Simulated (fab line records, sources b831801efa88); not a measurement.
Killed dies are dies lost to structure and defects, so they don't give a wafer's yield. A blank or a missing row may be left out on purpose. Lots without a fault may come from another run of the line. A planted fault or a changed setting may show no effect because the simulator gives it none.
fab line records | flow gf180mcu
record lots=24 wafers=72 last_day=34
route steps=602 shown M4@472 V4@477 MIM@507 V5@543 TOP_METAL@569
lots that met no fault: from a run of the same line without faults
start_h: hours from the record's first day to the start of the lot's first wafer shown | wait_h: hours since the lot's step before | " the same as in the row above | L1.1+2: a row that stands for several wafers | - no value, or no start given | * or withheld: withheld | < > ~ a bound
route shown NAME@n: a module of which the file shows steps, and the number in the route of the first | usual: mean/standard deviation of fault-free wafers | same: alike in all rows | chamber/n: place in a boat | sites: the reading at each site | _std_site: their standard deviation | _edge_site: outer sites' mean less inner sites' | radius_mm: how far each site lies from the wafer's centre | mask NAME#n: copy n | behind: the tool/chamber that last shaped the wafer | hold: why the lot was held/for how many hours/how that ended | device: the transistor (n, p or np) that didn't switch | end of line: the same wafers' tests at the end of the route | a step without rows: its recipe alone | killed: dies lost to structure and defects at the first sort, not the wafer's yield | map: a wafer's dies, x killed, . not, _ none there
set.NAME: the setting as run; set.NAME@STEP: as run at that earlier step | model.NAME: the simulator's own value behind a step, which no gauge read
steps of the route over a sample of lots; a table a step, a row a wafer
services: from which hour (start_h, from the record's first day; less than 0 if before it) a tool's chamber was out of use, for how many hours, and why
## steps
# step GF_M4_METAL_ETCH_16
# recipe chemistry=Cl2/BCl3 mask_material=KrF target_depth_nm=750.8 stop_on=SiO2 pressure_mtorr=8 icp_w=800 bias_w=140 Cl2_flow_sccm=80 bcl3_flow_sccm=40 time_s=125.1
# usual bcl3_flow_sccm=40.02/0.12 chamber_pressure_mTorr=8.000/0.0083 drypump_motor_current_A=5.91/0.26 oes_product_au=0.991/0.0059 throttle_valve_pct=28.228/0.0099
# columns lot.wafer tool chamber start_h wait_h bcl3_flow_sccm chamber_pressure_mTorr drypump_motor_current_A oes_product_au rf_hours_counter_h throttle_valve_pct
L074.1 rie_metal-01 0 541.66 0.0 39.79 8.004 6.08 0.978 3 28.240
L074.4 " 0 " " 39.90 8.004 6.08 0.990 - 28.235
L074.5 " 0 " " 39.84 8.004 6.08 0.970 - 28.235
L075.1 rie_metal-01 1 547.59 0.0 40.09 7.994 5.45 0.991 5 28.235
L075.2 " 0 " " 39.96 7.993 6.12 0.986 3 28.236
L075.3 " 1 " " 39.95 7.993 5.48 0.984 - 28.233
L076.1 rie_metal-01 1 565.01 0.0 40.10 8.011 5.48 0.994 5 28.228
L076.3 " 0 " " 40.15 7.988 6.07 0.986 - 28.235
L076.5 " 1 " " 40.19 8.007 5.51 0.987 - 28.202
L077.2 rie_metal-03 0 571.41 0.0 40.12 8.011 6.19 0.997 8 28.219
L077.3 " 1 " " 40.13 8.002 5.85 0.980 - 28.243
L077.5 " 0 " " 40.18 7.990 6.17 0.998 - 28.235
L078.1 rie_metal-03 0 576.69 0.0 39.98 8.012 6.14 0.995 8 28.209
L078.3 " 0 " " 40.15 8.004 6.18 1.001 - 28.225
L078.5 " 0 " " 40.09 7.996 6.15 0.990 - 28.220
L079.1 rie_metal-01 0 582.34 0.0 40.09 7.993 6.08 0.986 4 28.234
L079.2 " 1 " " 39.97 8.003 5.45 0.997 6 28.223
L079.3 " 0 " " 39.98 8.013 6.11 0.985 - 28.242
L080.1 rie_metal-02 0 596.98 0.0 40.06 8.018 5.85 0.991 0 28.245
L080.2 " 1 " " 40.02 7.990 6.16 1.001 12 28.231
L080.5 " 0 " " 40.06 8.011 5.85 0.985 - 28.238
L081.1 rie_metal-01 0 600.19 0.0 40.08 7.993 6.06 0.986 4 28.226
L081.3 " 1 " " 40.01 7.985 5.44 0.993 - 28.228
L081.5 " 1 " " 40.03 7.993 5.45 0.997 - 28.227
L082.3 rie_metal-02 0 614.38 0.1 40.12 8.011 5.86 0.991 - 28.236
L082.4 " 1 " " 40.19 7.999 6.15 0.996 - 28.234
L082.5 " 1 " " 39.97 8.010 6.12 0.990 - 28.233
L083.3 rie_metal-01 0 618.70 0.1 40.19 7.982 6.09 0.989 - 28.216
L083.4 " 1 " " 40.03 8.004 5.46 0.989 - 28.234
L083.6 " 0 " " 40.23 8.007 6.09 0.987 - 28.225
L084.1 rie_metal-03 1 624.69 0.0 40.06 8.006 5.86 0.994 5 28.217
L084.4 " 0 " " 40.00 8.005 6.21 1.002 - 28.226
L084.5 " 1 " " 40.09 8.002 5.93 0.993 - 28.225
L085.2 rie_metal-03 1 635.68 0.0 40.18 7.990 5.91 0.997 5 28.223
L085.5 " 1 " " 40.19 7.991 5.89 0.991 - 28.215
L085.6 " 0 " " 39.82 8.005 6.11 0.992 - 28.221
L086.1 rie_metal-01 1 642.25 0.0 40.15 8.011 5.44 0.991 8 28.237
L086.3 " 1 " " 40.06 8.006 5.46 0.988 - 28.232
L086.6 " 0 " " 40.10 8.001 6.08 0.983 - 28.238
L087.1 rie_metal-03 1 648.00 0.0 39.94 7.999 5.89 0.993 6 28.216
L087.5 " 0 " " 40.03 7.997 6.14 0.995 - 28.217
L087.6 " 1 " " 40.01 8.001 5.94 0.994 - 28.230
L088.1 rie_metal-01 1 659.69 0.0 40.02 8.003 5.44 0.989 9 28.236
L088.2 " 0 " " 39.91 8.004 6.08 0.973 7 28.233
L088.4 " 1 " " 40.02 7.993 5.46 0.997 - 28.220
L089.1 rie_metal-02 0 659.90 0.0 40.14 8.006 5.88 0.986 2 28.236
L089.2 " 1 " " 39.96 7.993 6.13 0.983 1 28.233
L089.3 " 1 " " 39.97 7.991 6.17 0.992 - 28.237
L090.1 rie_metal-01 1 666.48 0.0 39.87 8.018 5.46 0.998 9 28.222
L090.4 " 0 " " 39.91 7.998 6.09 0.986 - 28.215
L090.6 " 1 " " 39.93 7.994 5.43 0.986 - 28.238
L091.2 rie_metal-03 0 673.04 0.0 39.85 8.006 6.18 1.000 11 28.207
L091.3 " 0 " " 39.91 7.990 6.12 0.990 - 28.231
L091.6 " 1 " " 39.97 7.999 5.83 0.994 - 28.231
L092.1 rie_metal-03 0 680.23 0.0 39.58 7.992 6.16 0.999 11 28.224
L092.3 " 0 " " 39.84 7.995 6.13 0.996 - 28.225
L092.6 " 0 " " 39.76 8.004 6.15 0.985 - 28.209
L093.1 rie_metal-03 0 688.57 0.0 40.08 8.006 6.09 0.996 12 28.205
L093.2 " 1 " " 40.21 8.003 5.84 0.993 7 28.228
L093.5 " 1 " " 40.04 7.994 5.84 0.995 - 28.217
L094.2 rie_metal-01 0 694.73 0.0 39.87 8.015 6.08 0.994 8 28.238
L094.3 " 0 " " 39.97 8.001 6.09 0.988 - 28.222
L094.4 " 1 " " 39.92 8.003 5.46 0.993 - 28.229
L095.1 rie_metal-03 1 705.23 0.0 40.09 7.994 5.91 0.988 8 28.226
L095.5 " 0 " " 39.96 7.989 6.16 0.982 - 28.242
L095.6 " 1 " " 39.86 8.000 5.88 0.990 - 28.229
L096.3 rie_metal-01 1 705.93 0.1 40.02 7.985 5.45 0.987 - 28.228
L096.5 " 1 " " 40.18 8.002 5.45 0.993 - 28.244
L096.6 " 0 " " 39.89 7.987 6.09 0.990 - 28.235
L097.2 rie_metal-02 1 710.25 0.1 39.94 8.006 6.17 0.991 - 28.218
L097.4 " 1 " " 39.89 7.994 6.14 0.991 - 28.227
L097.5 " 1 " " 40.06 7.994 6.18 0.994 - 28.226
# step GF_V4_THK_MEAS_01
# recipe reads=SiO2_of_V4_CVD_00
# usual V4_CVD_00_THK=601/8.2
# columns lot.wafer tool chamber start_h wait_h V4_CVD_00_THK[nm]
L074.1 film_metro-03 - 542.43 0.0 602
L074.4 " - " " 599
L074.5 " - " " 610
L075.1 film_metro-02 - 548.33 0.0 584
L075.2 " - " " 599
L075.3 " - " " 591
L076.1 film_metro-02 - 565.77 0.0 599
L076.3 " - " " 596
L076.5 " - " " 593
L077.2 film_metro-02 - 572.15 0.0 607
L077.3 " - " " 591
L077.5 " - " " 602
L078.1 film_metro-04 - 577.42 0.0 583
L078.3 " - " " 584
L078.5 " - " " 580
L079.1 film_metro-04 - 583.08 0.0 604
L079.2 " - " " 597
L079.3 " - " " 616
L080.1 film_metro-02 - 597.73 0.0 597
L080.2 " - " " 594
L080.5 " - " " 602
L081.1 film_metro-03 - 600.96 0.0 609
L081.3 " - " " 590
L081.5 " - " " 594
L082.3 film_metro-03 - 615.09 0.1 600
L082.4 " - " " 595
L082.5 " - " " 611
L083.3 film_metro-04 - 619.48 0.1 605
L083.4 " - " " 595
L083.6 " - " " 601
L084.1 film_metro-02 - 625.42 0.0 591
L084.4 " - " " 587
L084.5 " - " " 602
L085.2 film_metro-03 - 636.52 0.0 599
L085.5 " - " " 601
L085.6 " - " " 599
L086.1 film_metro-04 - 642.99 0.0 598
L086.3 " - " " 600
L086.6 " - " " 587
L087.1 film_metro-03 - 648.74 0.0 611
L087.5 " - " " 613
L087.6 " - " " 598
L088.1 film_metro-04 - 660.42 0.0 598
L088.2 " - " " 608
L088.4 " - " " 606
L089.1 film_metro-04 - 660.64 0.0 603
L089.2 " - " " 605
L089.3 " - " " 597
L090.1 film_metro-03 - 667.22 0.0 601
L090.4 " - " " 593
L090.6 " - " " 613
L091.2 film_metro-03 - 673.78 0.0 590
L091.3 " - " " 617
L091.6 " - " " 592
L092.1 film_metro-03 - 680.97 0.0 600
L092.3 " - " " 600
L092.6 " - " " 597
L093.1 film_metro-03 - 689.31 0.0 597
L093.2 " - " " 603
L093.5 " - " " 604
L094.2 film_metro-03 - 695.48 0.0 597
L094.3 " - " " 599
L094.4 " - " " 600
L095.1 film_metro-04 - 705.98 0.0 594
L095.5 " - " " 608
L095.6 " - " " 593
L096.3 film_metro-04 - 706.64 0.1 602
L096.5 " - " " 611
L096.6 " - " " 604
L097.2 film_metro-04 - 711.26 0.2 605
L097.4 " - " " 608
L097.5 " - " " 613
# step GF_MIM_SPUTTER_04
# recipe material=TiN target_thk_nm=50 power_w=6500 time_s=41.7 chamber_pressure_pa=0.4
# usual chamber_pressure_pa=0.4000/0.00079 throttle_valve_pct=29.9/1.6
# columns lot.wafer tool chamber start_h wait_h chamber_pressure_pa throttle_valve_pct
L074.1 pvd_sputter-01 - 568.11 0.0 0.4001 26.6
L074.4 " - " " 0.4011 28.9
L074.5 " - " " 0.4008 28.9
L075.1 pvd_sputter-03 - 572.59 0.0 0.4004 28.3
L075.2 " - " " 0.3994 30.9
L075.3 " - " " 0.4012 32.1
L076.1 pvd_sputter-02 - 593.00 0.0 0.3998 31.2
L076.3 " - " " 0.4002 31.0
L076.5 " - " " 0.3994 29.5
L077.2 pvd_sputter-03 - 595.74 0.0 0.3991 28.8
L077.3 " - " " 0.4001 31.1
L077.5 " - " " 0.3989 30.9
L078.1 pvd_sputter-02 - 601.27 0.0 0.3996 29.9
L078.3 " - " " 0.3998 31.4
L078.5 " - " " 0.3995 29.9
L079.1 pvd_sputter-03 - 606.48 0.0 0.3984 31.0
L079.2 " - " " 0.3997 31.2
L079.3 " - " " 0.3989 32.0
L080.1 pvd_sputter-02 - 621.29 0.0 0.4006 31.7
L080.2 " - " " 0.4014 29.5
L080.5 " - " " 0.3996 29.6
L081.1 pvd_sputter-02 - 624.24 0.0 0.3986 31.0
L081.3 " - " " 0.4010 29.7
L081.5 " - " " 0.3996 29.8
L082.3 pvd_sputter-01 - 637.15 0.0 0.4012 29.0
L082.4 " - " " 0.3995 27.7
L082.5 " - " " 0.3991 27.8
L083.3 pvd_sputter-01 - 642.42 0.0 0.4007 27.7
L083.4 " - " " 0.3992 27.6
L083.6 " - " " 0.4001 28.8
L084.1 pvd_sputter-03 - 647.95 0.0 0.4012 31.0
L084.4 " - " " 0.3996 31.9
L084.5 " - " " 0.3994 28.7
L085.2 pvd_sputter-03 - 658.28 0.0 0.4011 31.1
L085.5 " - " " 0.4003 32.1
L085.6 " - " " 0.4003 31.1
L086.1 pvd_sputter-01 - 664.65 0.0 0.4001 27.6
L086.3 " - " " 0.3986 26.5
L086.6 " - " " 0.4007 29.1
L087.1 pvd_sputter-01 - 670.97 0.0 0.4010 27.8
L087.5 " - " " 0.4005 28.8
L087.6 " - " " 0.3994 27.0
L088.1 pvd_sputter-01 - 681.23 0.0 0.3998 29.1
L088.2 " - " " 0.4007 26.5
L088.4 " - " " 0.3990 28.0
L089.1 pvd_sputter-03 - 682.44 0.0 0.4021 30.9
L089.2 " - " " 0.3999 30.7
L089.3 " - " " 0.3994 32.1
L090.1 pvd_sputter-02 - 688.07 0.0 0.4004 29.9
L090.4 " - " " 0.4002 31.1
L090.6 " - " " 0.3997 29.6
L091.2 pvd_sputter-01 - 694.96 0.0 0.3998 27.7
L091.3 " - " " 0.4001 26.5
L091.6 " - " " 0.4015 31.0
L092.1 pvd_sputter-02 - 701.94 0.0 0.3995 31.2
L092.3 " - " " 0.4018 31.3
L092.6 " - " " 0.3998 31.1
L094.2 pvd_sputter-03 - 716.14 0.0 0.4007 32.0
L094.3 " - " " 0.3997 30.4
L094.4 " - " " 0.3993 31.0
L093.1 pvd_sputter-03 - 717.13 0.0 0.4012 32.0
L093.2 " - " " 0.3995 30.8
L093.5 " - " " 0.4003 31.1
L095.1 pvd_sputter-01 - 726.08 0.0 0.3990 26.7
L095.5 " - " " 0.3996 27.9
L095.6 " - " " 0.4003 30.7
L096.3 pvd_sputter-02 - 726.88 0.0 0.4004 31.4
L096.5 " - " " 0.4011 29.9
L096.6 " - " " 0.4002 29.9
L097.2 pvd_sputter-03 - 731.61 0.0 0.4000 28.6
L097.4 " - " " 0.4000 31.0
L097.5 " - " " 0.4009 32.0
# step GF_V5_THK_MEAS_03
# recipe reads=SiO2_of_V5_CVD_02
# usual V5_CVD_02_THK=1447/21
# columns lot.wafer tool chamber start_h wait_h V5_CVD_02_THK[nm]
L074.1 film_metro-03 - 611.42 0.1 1430
L074.4 " - " " 1452
L074.5 " - " " 1458
L075.1 film_metro-01 - 616.57 0.1 1423
L075.2 " - " " 1401
L075.3 " - " " 1432
L076.1 film_metro-01 - 635.29 0.1 1453
L076.3 " - " " 1440
L076.5 " - " " 1488
L077.2 film_metro-01 - 638.39 0.1 1433
L077.3 " - " " 1433
L077.5 " - " " 1445
L078.1 film_metro-01 - 643.79 0.1 1451
L078.3 " - " " 1436
L078.5 " - " " 1450
L079.1 film_metro-01 - 648.64 0.1 1446
L079.2 " - " " 1445
L079.3 " - " " 1417
L080.1 film_metro-01 - 662.59 0.1 1434
L080.2 " - " " 1428
L080.5 " - " " 1451
L081.1 film_metro-03 - 665.89 0.1 1428
L081.3 " - " " 1454
L081.5 " - " " 1448
L082.3 film_metro-03 - 677.48 0.1 1434
L082.4 " - " " 1504
L082.5 " - " " 1456
L083.3 film_metro-01 - 683.26 0.1 1454
L083.4 " - " " 1471
L083.6 " - " " 1442
L084.1 film_metro-01 - 688.48 0.1 1413
L084.4 " - " " 1446
L084.5 " - " " 1460
L085.2 film_metro-03 - 697.64 0.1 1409
L085.5 " - " " 1438
L085.6 " - " " 1430
L086.1 film_metro-02 - 704.07 0.1 1453
L086.3 " - " " 1453
L086.6 " - " " 1481
L087.1 film_metro-01 - 710.54 0.2 1451
L087.5 " - " " 1432
L087.6 " - " " 1463
L088.1 film_metro-01 - 719.46 0.1 1431
L088.2 " - " " 1439
L088.4 " - " " 1447
L089.1 film_metro-01 - 720.07 0.1 1457
L089.2 " - " " 1434
L089.3 " - " " 1400
L090.1 film_metro-03 - 726.86 0.1 1421
L090.4 " - " " 1435
L090.6 " - " " 1457
L091.2 film_metro-03 - 732.99 0.1 1426
L091.3 " - " " 1484
L091.6 " - " " 1453
L092.1 film_metro-02 - 738.74 0.1 1461
L092.3 " - " " 1432
L092.6 " - " " 1485
L094.2 film_metro-02 - 752.30 0.1 1423
L094.3 " - " " 1460
L094.4 " - " " 1462
L093.1 film_metro-01 - 752.98 0.1 1438
L093.2 " - " " 1454
L093.5 " - " " 1486
L095.1 film_metro-02 - 761.78 0.1 1428
L095.5 " - " " 1434
L095.6 " - " " 1455
L096.3 film_metro-02 - 762.50 0.1 1449
L096.5 " - " " 1478
L096.6 " - " " 1456
L097.2 film_metro-03 - 767.27 0.1 1444
L097.4 " - " " 1494
L097.5 " - " " 1450
# step GF_V5_STRIP_18
# recipe chemistry=O2/N2 power_w=1400 pressure_mtorr=1500 platen_temp_c=250 o2_flow_sccm=3000 n2_flow_sccm=300 overash_fraction=0.5
# usual chamber_pressure_mTorr=1500.0/1.6 drypump_motor_current_A=5.9/0.47 heater_power_w=332/23 oes_product_au=0.568/0.0052
# columns lot.wafer tool chamber start_h wait_h chamber_pressure_mTorr drypump_motor_current_A heater_power_w oes_product_au rf_hours_counter_h
L074.1 plasma_asher-03 1 632.41 - 1499.4 5.5 338 0.561 102
L074.4 " 0 " " 1501.1 6.0 379 0.567 -
L074.5 " 1 " " 1499.0 5.5 337 0.569 -
L075.1 plasma_asher-03 0 637.44 - 1502.4 6.1 370 0.562 103
L075.2 " 1 " " 1496.9 5.5 344 0.567 103
L075.3 " 0 " " 1497.6 6.1 368 0.567 -
L076.1 plasma_asher-03 1 656.24 - 1499.5 5.5 343 0.565 105
L076.3 " 0 " " 1504.6 6.1 364 0.571 -
L076.5 " 0 " " 1498.8 6.1 367 0.573 -
L077.2 plasma_asher-04 0 658.74 - 1498.5 5.8 318 0.564 86
L077.3 " 1 " " 1500.7 6.6 290 0.561 -
L077.5 " 1 " " 1499.7 6.6 294 0.564 -
L078.1 plasma_asher-04 0 664.14 - 1497.9 5.8 316 0.567 87
L078.3 " 1 " " 1499.3 6.7 290 0.563 -
L078.5 " 0 " " 1500.7 5.8 326 0.577 -
L079.1 plasma_asher-02 0 668.84 - 1499.1 6.2 346 0.574 55
L079.2 " 1 " " 1501.7 5.2 329 0.573 55
L079.3 " 0 " " 1499.9 6.2 342 0.561 -
L080.1 plasma_asher-04 0 682.84 - 1498.2 5.9 323 0.570 89
L080.2 " 1 " " 1500.3 6.6 290 0.571 89
L080.5 " 1 " " 1500.9 6.6 300 0.572 -
L081.1 plasma_asher-02 0 686.04 - 1498.8 6.2 339 0.568 57
L081.3 " 0 " " 1501.1 6.2 353 0.569 -
L081.5 " 1 " " 1498.1 5.2 320 0.572 -
L082.3 plasma_asher-02 1 697.12 - 1501.6 5.3 323 0.576 -
L082.4 " 0 " " 1497.1 6.2 348 0.562 -
L082.5 " 0 " " 1499.9 6.2 335 0.570 -
L083.3 plasma_asher-02 1 702.65 - 1498.9 5.2 325 0.558 -
L083.4 " 0 " " 1500.2 6.2 335 0.560 -
L083.6 " 0 " " 1500.5 6.2 339 0.560 -
L084.1 plasma_asher-04 0 708.11 - 1500.0 5.9 321 0.567 91
L084.4 " 1 " " 1499.2 6.6 293 0.558 -
L084.5 " 1 " " 1500.7 6.6 297 0.565 -
L085.2 plasma_asher-02 1 716.44 - 1499.4 5.2 321 0.572 60
L085.5 " 1 " " 1500.8 5.2 322 0.568 -
L085.6 " 0 " " 1503.0 6.2 337 0.578 -
L086.1 plasma_asher-02 0 722.86 - 1499.3 6.2 340 0.565 60
L086.3 " 0 " " 1500.0 6.2 335 0.576 -
L086.6 " 1 " " 1500.2 5.2 321 0.562 -
L087.1 plasma_asher-03 1 729.34 - 1498.1 5.5 341 0.567 113
L087.5 " 0 " " 1498.6 6.1 356 0.563 -
L087.6 " 1 " " 1498.9 5.5 351 0.566 -
L088.1 plasma_asher-02 0 737.61 - 1500.0 6.2 349 0.570 62
L088.2 " 1 " " 1503.4 5.2 322 0.570 62
L088.4 " 0 " " 1497.6 6.2 339 0.571 -
L089.1 plasma_asher-02 1 738.34 - 1498.2 5.2 319 0.569 62
L089.2 " 0 " " 1500.0 6.2 337 0.566 62
L089.3 " 1 " " 1498.7 5.2 312 0.564 -
L090.1 plasma_asher-04 0 745.06 - 1499.9 5.9 323 0.561 95
L090.4 " 0 " " 1498.6 5.9 321 0.573 -
L090.6 " 1 " " 1499.0 6.6 288 0.560 -
L091.2 plasma_asher-03 0 750.61 - 1500.6 6.1 377 0.575 1
L091.3 " 0 " " 1501.1 6.1 368 0.569 -
L091.6 " 0 " " 1502.6 6.1 378 0.566 -
L092.1 plasma_asher-02 1 755.64 - 1498.3 5.2 321 0.556 64
L092.3 " 1 " " 1502.2 5.2 313 0.566 -
L092.6 " 0 " " 1500.1 6.2 356 0.571 -
L094.2 plasma_asher-02 1 769.89 - 1499.9 5.2 321 0.567 65
L094.3 " 1 " " 1499.7 5.2 320 0.567 -
L094.4 " 0 " " 1497.3 6.2 346 0.579 -
L093.1 plasma_asher-03 0 770.59 - 1499.8 6.1 376 0.578 3
L093.2 " 1 " " 1498.8 5.5 345 0.573 3
L093.5 " 1 " " 1503.0 5.5 333 0.565 -
L095.1 plasma_asher-03 0 778.49 - 1499.2 6.0 374 0.568 4
L095.5 " 1 " " 1501.4 5.5 323 0.567 -
L095.6 " 0 " " 1501.1 6.1 359 0.568 -
L096.3 plasma_asher-02 0 779.24 - 1498.7 6.2 337 0.569 -
L096.5 " 1 " " 1498.8 5.2 316 0.569 -
L096.6 " 0 " " 1500.4 6.2 351 0.566 -
L097.2 plasma_asher-04 0 783.59 - 1499.4 5.9 318 0.573 99
L097.4 " 1 " " 1501.0 6.6 294 0.563 -
L097.5 " 0 " " 1502.2 5.9 316 0.566 -
# step GF_TOP_METAL_SPUTTER_02
# recipe material=AlCu target_thk_nm=900 power_w=10600 chamber_pressure_pa=0.3 substrate_temp_c=250 gas=Ar time_s=47.82
# usual chamber_pressure_pa=0.3000/0.00066 throttle_valve_pct=29.8/1.5
# columns lot.wafer tool chamber start_h wait_h chamber_pressure_pa throttle_valve_pct
L074.1 pvd_sputter-01 - 634.11 0.0 0.2997 28.8
L074.4 " - " " 0.2997 26.7
L074.5 " - " " 0.3004 30.6
L075.1 pvd_sputter-01 - 638.81 0.0 0.2994 27.6
L075.2 " - " " 0.3001 29.0
L075.3 " - " " 0.3001 30.6
L076.1 pvd_sputter-01 - 657.60 0.0 0.3002 26.7
L076.3 " - " " 0.3002 27.8
L076.5 " - " " 0.2995 30.7
L077.2 pvd_sputter-01 - 660.10 0.0 0.2996 26.2
L077.3 " - " " 0.2992 27.9
L077.5 " - " " 0.2991 30.9
L078.1 pvd_sputter-04 - 665.50 0.0 0.2990 29.7
L078.3 " - " " 0.2994 30.8
L078.5 " - " " 0.2998 29.9
L079.1 pvd_sputter-02 - 670.19 0.0 0.3000 29.5
L079.2 " - " " 0.2997 31.1
L079.3 " - " " 0.3000 31.5
L080.1 pvd_sputter-01 - 684.20 0.0 0.3004 31.0
L080.2 " - " " 0.3003 28.7
L080.5 " - " " 0.2999 26.8
L081.1 pvd_sputter-04 - 687.42 0.0 0.2997 29.9
L081.3 " - " " 0.3010 31.1
L081.5 " - " " 0.3008 31.3
L082.3 pvd_sputter-01 - 698.45 0.0 0.3001 31.0
L082.4 " - " " 0.3012 29.2
L082.5 " - " " 0.2996 30.8
L083.3 pvd_sputter-04 - 704.01 0.0 0.3000 31.2
L083.4 " - " " 0.2997 29.7
L083.6 " - " " 0.2999 31.1
L084.1 pvd_sputter-02 - 709.46 0.0 0.2991 30.1
L084.4 " - " " 0.2987 31.1
L084.5 " - " " 0.3002 31.4
L085.2 pvd_sputter-04 - 717.79 0.0 0.3003 29.7
L085.5 " - " " 0.2988 30.0
L085.6 " - " " 0.2998 31.0
L086.1 pvd_sputter-02 - 724.21 0.0 0.2993 31.1
L086.3 " - " " 0.3002 29.8
L086.6 " - " " 0.2996 29.9
L087.1 pvd_sputter-01 - 730.69 0.0 0.2991 28.0
L087.5 " - " " 0.2982 26.7
L087.6 " - " " 0.2997 27.8
L088.1 pvd_sputter-02 - 738.96 0.0 0.3003 31.3
L088.2 " - " " 0.2995 30.0
L088.4 " - " " 0.2998 31.2
L089.1 pvd_sputter-04 - 739.70 0.0 0.3006 29.8
L089.2 " - " " 0.3004 30.8
L089.3 " - " " 0.3003 30.9
L090.1 pvd_sputter-02 - 746.60 0.0 0.2996 31.0
L090.4 " - " " 0.3000 30.2
L090.6 " - " " 0.2997 31.2
L091.2 pvd_sputter-02 - 752.45 0.0 0.3012 31.3
L091.3 " - " " 0.2996 31.0
L091.6 " - " " 0.2999 29.8
L092.1 pvd_sputter-04 - 757.06 0.0 0.3017 31.4
L092.3 " - " " 0.3001 29.8
L092.6 " - " " 0.3005 30.8
L094.2 pvd_sputter-01 - 771.24 0.0 0.2996 30.7
L094.3 " - " " 0.2997 26.6
L094.4 " - " " 0.3013 28.8
L093.1 pvd_sputter-02 - 771.95 0.0 0.3000 31.4
L093.2 " - " " 0.3008 29.8
L093.5 " - " " 0.3006 30.9
L095.1 pvd_sputter-02 - 779.87 0.0 0.2998 31.7
L095.5 " - " " 0.3002 29.7
L095.6 " - " " 0.3004 31.2
L096.3 pvd_sputter-04 - 780.56 0.0 0.2995 30.0
L096.5 " - " " 0.2993 29.8
L096.6 " - " " 0.3010 30.9
L097.2 pvd_sputter-01 - 784.99 0.0 0.2995 30.9
L097.4 " - " " 0.2997 28.9
L097.5 " - " " 0.3000 26.8
## services
# columns tool chamber start_h hours kind
rie_metal-03 0 522.38 1.5 repair
rie_metal-02 - 523.65 28.1 pm
plasma_asher-03 - 524.32 4.6 pm
plasma_asher-04 - 526.54 1.5 repair
rie_metal-03 0 534.56 4.1 repair
pvd_sputter-03 - 548.91 1.0 repair
pvd_sputter-04 - 554.22 10.8 repair
plasma_asher-02 - 563.75 14.6 pm
pvd_sputter-02 - 565.07 1.4 repair
pvd_sputter-02 - 573.70 2.3 repair
pvd_sputter-03 - 576.12 0.5 repair
plasma_asher-02 - 582.08 3.6 repair
plasma_asher-02 - 586.38 8.7 repair
plasma_asher-02 - 588.56 0.6 repair
rie_metal-03 0 597.23 1.6 repair
plasma_asher-02 - 630.87 28.1 pm
plasma_asher-03 - 678.11 2.8 repair
rie_metal-02 - 680.98 2.4 repair
rie_metal-02 0 692.34 28.2 repair
pvd_sputter-04 - 710.56 6.9 repair
rie_metal-01 0 730.97 10.3 repair
plasma_asher-03 - 733.75 9.0 pm
plasma_asher-04 - 736.82 1.7 repair
pvd_sputter-03 - 766.07 4.1 repair
## key
fault none
